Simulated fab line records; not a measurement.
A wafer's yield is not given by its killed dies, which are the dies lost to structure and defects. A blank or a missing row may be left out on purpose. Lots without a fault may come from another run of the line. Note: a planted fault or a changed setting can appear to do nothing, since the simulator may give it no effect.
Chamber matching ; flow sky130 ; SKY_VIA2_ETCH_15 on rie_diel-04 has 4 sister chambers
The step etches SiO2 in C4F8/O2/Ar, stops on TiN, target depth 546 nm, time 84 s. 4 wafers are shown with their chamber, then 7 later ones without.

WAFERS, EACH WITH ITS CHAMBER
wafer;chamber;chamber_pressure_mTorr (mTorr)
L547.1;1;39.92
L547.4;3;40.00
L548.3;0;40.08
L548.4;2;39.99

WAFERS MISSING THEIR CHAMBER
wafer;chamber_pressure_mTorr (mTorr)
L548.6;39.98
L551.1;40.01
L551.4;39.98
L551.5;39.98
L553.4;40.01
L553.5;39.96
L553.6;39.98

WHICH CHAMBER EACH WENT THROUGH
wafer;from the rows above;in truth
L548.6;can't be placed: 2 or 3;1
L551.1;can't be placed: 3 or 2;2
L551.4;can't be placed: 2 or 3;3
L551.5;can't be placed: 2 or 3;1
L553.4;can't be placed: 3 or 2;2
L553.5;can't be placed: 2 or 1 or 3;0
L553.6;can't be placed: 2 or 3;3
0 of 7 placed correctly. Can't be placed from these rows: 7 (the true chamber is among the candidates in 4). Placed wrongly: 0.
How it was worked out, from the rows above alone: a wafer's distance from a chamber is the root of the sum, over the readings, of the square of ((its reading less the chamber's mean) divided by the reading's scatter). The wafer belongs to the nearest chamber; if the next one is less than 2 further off, it can't be placed. A chamber's mean is the mean of its shown wafers. The scatter: root of mean squared gap, hidden wafer to nearest shown wafer, with one shown wafer a chamber.
